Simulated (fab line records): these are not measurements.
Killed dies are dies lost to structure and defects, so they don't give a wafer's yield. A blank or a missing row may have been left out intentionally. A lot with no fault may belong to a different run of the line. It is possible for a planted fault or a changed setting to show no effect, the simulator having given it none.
Which tool is to blame? -- flow sky130 -- 72 wafers from 24 lots sampled at 5 of the route's 708 steps

== WHAT THE GAUGES READ, wafer by wafer ==
SKY_NWELL_TW_MEAS_15. Usual: for NWELL_TW the level is 1818 and the standard deviation is 15.
lot,measured,on,NWELL_TW,flag
L074,day 4 20:25,film-metro-03,1817 1837 1848,
L075,day 4 21:05,film-metro-02,1813 1806 1802,
L076,day 5 06:55,film-metro-02,1792 1794 1796,
L077,day 5 12:28,film-metro-02,1798 1798 1798,
L078,day 5 16:53,film-metro-04,1833 1831 1838,
L079,day 5 22:28,film-metro-04,1828 1831 1824,
L080,day 6 02:53,film-metro-02,1793 1794 1804,
L081,day 6 08:09,film-metro-04,1820 1823 1826,
L082,day 6 14:01,film-metro-02,1794 1812 1796,
L083,day 6 18:43,film-metro-03,1824 1821 1826,
L084,day 7 00:07,film-metro-03,1832 1817 1828,
L085,day 7 11:07,film-metro-03,1821 1836 1826,
L086,day 7 12:48,film-metro-04,1830 1828 1830,
L087,day 7 17:52,film-metro-02,1798 1797 1801,
L088,day 8 01:13,film-metro-04,1832 1828 1839,
L089,day 8 07:04,film-metro-04,1828 1845 1832,
L090,day 8 14:01,film-metro-04,1841 1842 1837,
L091,day 8 21:33,film-metro-02,1790 1798 1793,
L092,day 9 04:04,film-metro-02,1795 1794 1784,
L093,day 9 05:47,film-metro-02,1823 1810 1820,
L094,day 9 13:10,film-metro-03,1827 1824 1828,
L095,day 9 19:00,film-metro-04,1823 1821 1813,
L096,day 10 03:39,film-metro-03,1821 1827 1825,
L097,day 10 11:43,film-metro-03,1814 1821 1818,

SKY_VT_ADJUST_HVTP_TW_MEAS_11. Usual: for VT_ADJUST_HVTP_TW the level is 1352 and the standard deviation is 7.7.
lot,measured,on,VT_ADJUST_HVTP_TW,flag
L074,day 6 08:53,film-metro-03,1365 1353 1363,
L075,day 6 10:55,film-metro-03,1357 1353 1354,
L076,day 6 20:32,film-metro-01,1352 1348 1339,
L077,day 7 02:59,film-metro-03,1357 1363 1360,
L078,day 7 07:43,film-metro-04,1351 1354 1359,
L079,day 7 14:17,film-metro-04,1357 1357 1346,
L080,day 7 18:58,film-metro-04,1353 1353 1358,
L081,day 8 01:01,film-metro-01,1344 1340 1345,
L082,day 8 07:34,film-metro-04,1366 1362 1364,
L083,day 8 13:37,film-metro-01,1340 1337 1334,
L084,day 8 19:17,film-metro-04,1360 1362 1362,
L085,day 9 06:22,film-metro-04,1342 1350 1351,
L086,day 9 08:22,film-metro-04,1354 1353 1350,
L087,day 9 13:39,film-metro-04,1350 1350 1355,
L088,day 9 23:05,film-metro-03,1339 1345 1359,
L089,day 10 04:47,film-metro-03,1348 1349 1353,
L090,day 10 11:49,film-metro-04,1360 1359 1363,
L091,day 10 21:20,film-metro-01,1348 1347 1343,
L092,day 11 03:56,film-metro-01,1347 1340 1346,
L093,day 11 05:32,film-metro-04,1360 1360 1355,
L094,day 11 13:34,film-metro-01,1341 1341 1343,
L095,day 11 19:52,film-metro-01,1342 1338 1348,
L096,day 12 05:26,film-metro-04,1355 1352 1348,
L097,day 12 14:53,film-metro-01,1351 1356 1355,

SKY_VT_ADJUST_NCORE_OVL_MEAS_08. Usual: for VT_ADJUST_NCORE_OVL the level is -0.8 nm and the standard deviation is 1.5.
lot,measured,on,VT_ADJUST_NCORE_OVL (nm),flag
L074,day 8 22:44,overlay-01,0.2 -0.4 0.5,
L075,day 9 03:14,overlay-01,1.5 2.7 1.9,
L076,day 9 12:50,overlay-02,-0.4 -2.0 0.6,
L077,day 9 19:29,overlay-01,-0.6 -0.4 -1.0,
L078,day 10 02:16,overlay-01,2.1 1.1 2.4,
L079,day 10 09:38,overlay-02,-0.8 -0.9 -2.8,
L080,day 10 14:37,overlay-01,0.1 0.6 -1.8,
L081,day 10 21:38,overlay-01,-0.5 0.8 -1.3,
L082,day 11 04:56,overlay-02,-0.7 -0.4 -0.4,
L083,day 11 12:50,overlay-02,-3.1 -1.7 -3.5,
L084,day 11 18:38,overlay-01,0.4 0.4 -1.3,
L085,day 12 07:02,overlay-01,-1.5 0.6 -1.0,
L086,day 12 08:50,overlay-02,-0.2 -2.0 -1.4,
L087,day 12 14:53,overlay-02,-0.3 -0.9 0.3,
L088,day 13 03:09,overlay-02,-1.6 0.3 -1.1,
L089,day 13 08:29,overlay-01,-0.1 1.0 -0.7,
L090,day 13 17:32,overlay-01,-2.8 1.1 1.5,
L091,day 14 03:05,overlay-01,-2.6 -0.2 0.3,
L092,day 14 11:56,overlay-01,-2.8 -1.2 -2.7,
L093,day 14 14:27,overlay-01,-1.6 -1.7 -1.8,
L094,day 14 23:08,overlay-01,-0.6 -1.3 -2.5,
L095,day 15 05:44,overlay-02,-3.6 -2.3 -4.0,
L096,day 15 16:20,overlay-02,-2.1 0.2 -0.9,
L097,day 16 01:02,overlay-02,-0.3 0.4 -1.6,

SKY_VT_ADJUST_HVTR_TW_MEAS_11. Usual: for VT_ADJUST_HVTR_TW the level is 209.9 and the standard deviation is 1.7.
lot,measured,on,VT_ADJUST_HVTR_TW,flag
L074,day 9 22:02,film-metro-02,208.5 209.0 208.0,
L075,day 10 02:41,film-metro-04,212.6 211.6 211.1,
L076,day 10 12:22,film-metro-03,210.7 209.8 208.5,
L077,day 10 19:47,film-metro-02,207.8 208.1 208.6,
L078,day 11 02:38,film-metro-03,209.9 211.6 210.4,
L079,day 11 10:11,film-metro-03,210.0 210.4 210.0,
L080,day 11 15:24,film-metro-03,210.7 210.5 210.1,
L081,day 11 23:20,film-metro-04,210.9 210.2 210.3,
L082,day 12 06:45,film-metro-03,209.2 209.6 209.4,
L083,day 12 14:53,film-metro-02,209.1 207.9 206.9,
L084,day 12 20:38,film-metro-02,209.0 208.7 208.1,
L085,day 13 10:08,film-metro-02,205.0 206.3 205.5,
L086,day 13 11:28,film-metro-04,212.3 211.0 212.7,
L087,day 13 18:00,film-metro-04,213.1 212.0 212.1,
L088,day 14 07:02,film-metro-03,209.0 210.2 208.9,
L089,day 14 13:32,film-metro-04,210.9 210.8 212.5,
L090,day 14 21:55,film-metro-04,211.7 211.4 211.1,
L091,day 15 06:58,film-metro-02,208.6 208.5 207.7,
L092,day 15 16:37,film-metro-03,210.4 211.3 211.0,
L093,day 15 19:14,film-metro-03,210.7 211.3 210.8,
L094,day 16 03:23,film-metro-02,207.0 207.4 207.0,
L095,day 16 09:20,film-metro-03,210.2 211.3 210.9,
L096,day 16 20:52,film-metro-03,210.1 210.5 211.3,
L097,day 17 05:27,film-metro-04,210.2 209.4 211.3,

SKY_SONOS_ONO_THK_MEAS_03. Usual: for SONOS_ONO_CVD_02_THK the level is 10.56 nm and the standard deviation is 0.17.
lot,measured,on,SONOS_ONO_CVD_02_THK (nm),flag
L074,day 12 03:34,film-metro-04,10.40 10.40 10.50,
L075,day 12 07:52,film-metro-01,10.42 10.49 10.61,
L076,day 12 18:10,film-metro-01,10.53 10.41 10.51,
L077,day 13 03:28,film-metro-01,10.12 10.30 10.31,
L078,day 13 10:44,film-metro-01,10.51 10.45 10.32,
L079,day 13 19:05,film-metro-01,10.35 10.41 10.40,
L080,day 13 23:19,film-metro-04,10.58 10.42 10.56,
L081,day 14 10:17,film-metro-01,10.57 10.45 10.51,
L082,day 14 19:32,film-metro-01,10.46 10.40 10.52,
L083,day 15 02:38,film-metro-01,10.28 10.25 10.42,
L084,day 15 07:29,film-metro-01,10.65 10.65 10.70,
L085,day 15 22:29,film-metro-02,10.62 10.61 10.70,
L086,day 15 22:29,film-metro-01,10.90 10.94 10.78,
L087,day 16 07:22,film-metro-01,10.50 10.57 10.48,
L088,day 16 18:20,film-metro-02,10.60 10.47 10.54,
L089,day 17 02:05,film-metro-02,10.98 10.85 10.83,
L090,day 17 09:56,film-metro-01,10.62 10.66 10.80,
L091,day 17 21:21,film-metro-01,10.79 10.93 10.73,
L092,day 18 06:33,film-metro-04,10.70 10.63 10.64,
L093,day 18 08:47,film-metro-01,10.48 10.46 10.38,
L094,day 18 17:16,film-metro-02,10.49 10.59 10.42,
L095,day 19 00:01,film-metro-04,10.59 10.74 10.65,
L096,day 19 12:43,film-metro-02,10.56 10.55 10.65,
L097,day 19 22:04,film-metro-01,10.53 10.55 10.53,

== EACH LOT AND THE TOOL THAT RAN IT (in order: tool; ch and the chambers of the sampled wafers; start) ==
Before these readings, the record contains no process step.

== WHAT THE TOOLS THEMSELVES READ (means of the sampled wafers that have a number; where no wafer has one, the mark that the record gives instead) ==
The record holds no such reading with a usual standard deviation.

== THE ANSWER, worked out from the rows above alone ==
Rule: a lot is off if the mean of its wafers that have a number lies more than 3 standard deviations from the usual mean. Also off: a lot with no number at a reading for which 4 or more lots have one. Any other lot the step has rows for is counted as sound. Order of review: gauges by route order, followed by the tools' own readings, for which a lot's mean as printed above is used. The first step at which some lot is off is used, and at that step the reading that is off furthest; a lot without a number counts as furthest.
None of the lots is off at any reading shown; this tells nothing.

== WHAT WAS PUT IN BY THE SIMULATOR ==
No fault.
